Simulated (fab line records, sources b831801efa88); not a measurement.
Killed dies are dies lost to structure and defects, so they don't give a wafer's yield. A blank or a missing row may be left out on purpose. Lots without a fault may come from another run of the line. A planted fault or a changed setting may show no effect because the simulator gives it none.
One fault seen from 2 desks | flow sky130 | each desk has only its own numbers; what lay behind them comes last

THE METROLOGY DESK
What the gauges read, lot by lot, whatever tool the lot ran on: means of the sampled wafers that have a number. A lot is out of limits, marked OUT, if its mean lies more than 4 standard deviations from the usual mean; the brackets give that distance.
Columns: A = VT_ADJUST_PCH_OVL at SKY_VT_ADJUST_PCH_OVL_MEAS_07, usual -0.8 nm; B = SONOS_ONO_OXIDATION_THK at SKY_SONOS_ONO_THK_MEAS_01, usual 2.61 nm; C = SONOS_ONO_CVD_04_THK at SKY_SONOS_ONO_THK_MEAS_05, usual 5.79 nm; D = GATE_OXIDE_OXIDATION_00_THK at SKY_GATE_OXIDE_THK_MEAS_02, usual 10.27 nm
lot  | first seen here | A    | B    | C              | D
L378 | day 10 08:14    | -0.8 | 2.59 | 5.87           | 10.06
L379 | day 10 18:46    | -0.3 | 2.56 | 5.73           | 10.19
L380 | day 10 20:50    | -2.7 | 2.63 | 5.83           | 10.08
L381 | day 11 08:23    | -1.5 | 2.57 | 5.78           | 10.52
L382 | day 11 14:41    | 0.2  | 2.62 | 5.84           | 10.15
L388 | day 13 11:11    | -0.3 | 2.54 | 5.81           | 10.27
L389 | day 13 18:11    | -3.7 | 2.64 | 3.92 (-20) OUT | 10.36
L390 | day 14 08:28    | 1.4  | 2.58 | 3.88 (-20) OUT | 10.46
L397 | day 16 08:02    | -1.8 | 2.52 | 5.74           | 10.39
L398 | day 16 17:42    | -1.8 | 2.62 | 5.81           | 10.26
L399 | day 17 02:35    | -0.9 | 2.62 | 5.79           | 10.41
L400 | day 17 07:40    | 0.1  | 2.70 | 5.82           | 10.17
L401 | day 17 18:48    | 0.8  | 2.65 | 5.70           | 10.52
This desk's finding: out of limits on L389, L390; first on L389, day 15 01:47 (SONOS_ONO_CVD_04_THK at SKY_SONOS_ONO_THK_MEAS_05). In limits: L378, L379, L380, L381, L382, L388, L397, L398, L399, L400, L401.

THE TOOL OWNER'S DESK: lpcvd-03
The tool's own readings at SKY_SONOS_ONO_CVD_04 (deposits SiO2 from SiH4/N2O, target thk 5.7199 nm): means of the sampled wafers that have a number, for each lot that ran on this tool. A lot is out of limits, marked OUT, if its mean lies more than 4 standard deviations from the usual mean; the brackets give that distance.
Columns: A = zone_power_bottom_pct at SKY_SONOS_ONO_CVD_04, usual 26.0 %
lot  | first seen here | A
L378 | day 11 12:45    | 22.9
L379 | day 11 21:05    | 22.8
L380 | day 12 00:37    | 23.0
L381 | day 12 14:27    | 23.1
L382 | day 12 19:51    | 28.0
L388 | day 14 19:20    | 28.3
L389 | day 15 00:32    | 28.3
L390 | day 15 14:14    | 28.3
L397 | day 18 13:35    | 28.3
L398 | day 18 13:35    | 28.6
L399 | day 18 15:40    | 23.0
L400 | day 19 00:32    | 28.3
L401 | day 19 04:44    | 23.0
This desk's finding: nothing out of limits on any of the 13 lots.

PUT TOGETHER
The metrology desk could have raised an alarm at day 15 01:47, on L389, L390.
The tool owner's desk saw nothing out of limits.
The tool owner's desk has L389, L390 on record, within its limits.
Of the lots named, all ran SKY_SONOS_ONO_CVD_04 on lpcvd-03.

WHAT THE SIMULATOR HAD PUT IN
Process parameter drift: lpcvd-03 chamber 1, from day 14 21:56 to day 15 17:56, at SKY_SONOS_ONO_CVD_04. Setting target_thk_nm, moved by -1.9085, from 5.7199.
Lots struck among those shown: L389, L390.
Hours from the fault's start to each desk's first reading out of limits: the metrology desk, 4.
